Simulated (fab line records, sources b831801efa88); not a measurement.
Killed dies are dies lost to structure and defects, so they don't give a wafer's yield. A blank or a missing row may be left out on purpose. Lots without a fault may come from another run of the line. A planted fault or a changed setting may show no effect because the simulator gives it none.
A struck lot beside a sound one | flow sfq_line | 29 steps out of a route of 325
Sound: wafers L727.2, L727.4, L727.5. Struck: wafers L736.1, L736.2, L736.3. The cause comes at the end.
At each step with rows: each side's tool, then ch and its chambers, then its first start. Under that, the readings that differ: sound wafers | struck wafers | difference of the means | sigmas: that difference in standard deviations of wafers without a fault.
alike: readings whose means differ by less than 2 such deviations, and words and numbers that are the same on both sides. not compared: withheld readings, readings that some wafer has no value for, bounds like >300 that may hide the same value, and numbers for which the record gives no deviation and whose values overlap.
The two part at a step that has a row with sigmas, a row that says differs or no value, or rows on one side only. Numbers that don't overlap but have no deviation are shown without sigmas and don't part them. A reading that every wafer of one side lacks parts them only if that side has two wafers or more.

first, 1 step without rows for these wafers: SFQ_TRILAYER_M2_STRIP_SOLV_CLEAN_062 (cleans in NMP, time 600 s).
SFQ_TRILAYER_I2_DEP_PECVD_063: deposits SiO2 from SiH4/N2O, time 111.11 s, target thk 500 nm.
  sound on pecvd-01 ch 1,2, day 33 09:19; struck on pecvd-04 ch 0,1,2, day 36 08:59
  alike: heater_power_w, rf_fwd_power_W, throttle_valve_pct
SFQ_TRILAYER_I2_CMP_CMP_064: polishes SiO2.
  sound on cmp-02 ch 0,2, day 33 09:24; struck on cmp-02 ch 0,1,3, day 36 13:10
  alike: edge_zone_pressure_frac, motor_current_A, time_to_endpoint_s
SFQ_I2_BOW_MEAS_917:
  sound on film_metro-03, day 33 12:25; struck on film_metro-04, day 36 16:10
  alike: I2_BOW
SFQ_TRILAYER_I2_METRO_MEASURE_065:
  sound on film_metro-03, day 33 12:43; struck on film_metro-04, day 36 16:17
  alike: thk_nm
then, 6 steps without rows for these wafers: SFQ_TRILAYER_I2_VIA_LITHO_COAT_072 (resist thk 62 nm); SFQ_TRILAYER_I2_VIA_LITHO_COAT_067 (resist thk 650 nm); SFQ_TRILAYER_I2_VIA_LITHO_SOFTBAKE_071; SFQ_TRILAYER_I2_VIA_LITHO_EXPOSE_068 (exposes mask I2, target cd 500 nm); SFQ_TRILAYER_I2_VIA_LITHO_PEB_070 (peb time 60 s); SFQ_TRILAYER_I2_VIA_LITHO_DEVELOP_069 (time 60 s).
SFQ_I2_OVL_MEAS_918:
  sound on overlay-01, day 33 15:59; struck on overlay-01, day 36 19:44
  alike: I2_OVL
SFQ_TRILAYER_I2_VIA_BARC_OPEN_VIA_ETCH_096: etches BARC in O2, target depth 125 nm, time 41.7 s.
  sound on rie_diel-03 ch 0,3, day 33 16:01; struck on rie_diel-04 ch 0,1,2, day 36 19:46
  no value came back on the struck wafers for any of 5 readings (bias_w (W), chamber_pressure_mTorr (mTorr) and others); on the sound wafers bias_w (W) reads 79.57 79.96 79.81
  reading                                                 | sound             | struck            | difference | sigmas
  model.KrF_of_TRILAYER_I2_VIA_LITHO_COAT_067.thk_nm (nm) | 575.1 574.9 576.4 | 627.3 625.1 626.8 | +50.9      |
  not compared: rf_hours_counter_h
SFQ_TRILAYER_I2_VIA_ETCH_VIA_ETCH_070: etches SiO2 in CHF3, stops on Nb, target depth 260 nm.
  sound on rie_diel-03 ch 0,3, day 33 16:03; struck on rie_diel-04 ch 0,1,2, day 36 19:49
  reading                                                 | sound             | struck            | difference | sigmas
  oes_product_au (a.u.)                                   | 0.861 0.858 0.870 | 0.374 0.381 0.370 | -0.488     | -84
  model.KrF_of_TRILAYER_I2_VIA_LITHO_COAT_067.thk_nm (nm) | 530.5 530.8 532.4 | 582.4 580.9 581.5 | +50.4      |
  alike: bias_w, chamber_pressure_mTorr, drypump_motor_current_A, rf_fwd_power_W
SFQ_TRILAYER_I2_VIA_STRIP_STRIP_071: strips in O2.
  sound on rie_metal-01 ch 0,1, day 33 16:10; struck on rie_metal-04 ch 0,1, day 36 19:56
  alike: drypump_motor_current_A, he_backside_leak_sccm, oes_product_au
  not compared: rf_hours_counter_h
then, 3 steps without rows for these wafers: SFQ_TRILAYER_I2_VIA_STRIP_SOLV_CLEAN_072 (cleans in NMP, time 600 s); SFQ_TRILAYER_M3_DEP_PRE_CLEAN_074 (time 22.5 s); SFQ_TRILAYER_M3_DEP_SPUTTER_073 (material Nb, target thk 200 nm, time 133.3 s).
SFQ_M3_RS_MEAS_919: measures by four-point-probe.
  sound on film_metro-03, day 33 17:04; struck on film_metro-01, day 36 20:49
  alike: M3_NB_RS
then, 3 steps without rows for these wafers: SFQ_TRILAYER_M3_LITHO_COAT_080 (resist thk 62 nm); SFQ_TRILAYER_M3_LITHO_COAT_075 (resist thk 600 nm); SFQ_TRILAYER_M3_LITHO_SOFTBAKE_079.
-- the record jumps here: 5 days lie between the struck wafers' starts before and after --
SFQ_TRILAYER_M3_LITHO_EXPOSE_076: exposes mask M3, target cd 500 nm.
  sound on krf_scanner-02 ch 0, day 39 14:58; struck on krf_scanner-02, day 42 07:07
  no value came back on the struck wafers for exposure_dose_mJ_cm2, focus_offset_nm (nm); on the sound wafers exposure_dose_mJ_cm2 reads 14.395 14.399 14.398
  alike: mask
then, 2 steps without rows for these wafers: SFQ_TRILAYER_M3_LITHO_PEB_078 (peb time 60 s); SFQ_TRILAYER_M3_LITHO_DEVELOP_077 (time 60 s).
SFQ_M3_OVL_MEAS_921:
  sound on overlay-01, day 39 16:17; struck on overlay-01, day 42 08:37
  reading     | sound    | struck | difference                    | sigmas
  M3_OVL (nm) | -3 -5 -3 | - - -  | no value on the struck wafers |
then, 1 step without rows for these wafers: SFQ_TRILAYER_M3_BARC_OPEN_METAL_ETCH_100 (etches BARC in O2, target depth 125 nm, time 41.7 s).
SFQ_TRILAYER_M3_ETCH_METAL_ETCH_078: etches Nb in Cl2/Ar, stops on SiO2, target depth 240 nm, time 120 s.
  sound on rie_metal-02 ch 1, day 39 16:28; struck on rie_metal-01 ch 0,1, day 42 08:43
  alike: bias_w, chamber_pressure_mTorr, drypump_motor_current_A, he_backside_leak_sccm, oes_product_au, rf_fwd_power_W
  not compared: rf_hours_counter_h, model.M3.cd_nm
SFQ_TRILAYER_M3_STRIP_STRIP_079: strips in O2.
  sound on rie_metal-02 ch 1, day 39 16:53; struck on rie_metal-01 ch 0,1, day 42 08:50
  alike: drypump_motor_current_A, he_backside_leak_sccm, oes_product_au
  not compared: rf_hours_counter_h

WHERE THEY PART
First at SFQ_TRILAYER_I2_VIA_BARC_OPEN_VIA_ETCH_096; last, within this record, at SFQ_M3_OVL_MEAS_921. Later steps at which nothing parts them and some readings are alike: SFQ_TRILAYER_M3_ETCH_METAL_ETCH_078, SFQ_TRILAYER_M3_STRIP_STRIP_079.

WHY: what the simulator had put in
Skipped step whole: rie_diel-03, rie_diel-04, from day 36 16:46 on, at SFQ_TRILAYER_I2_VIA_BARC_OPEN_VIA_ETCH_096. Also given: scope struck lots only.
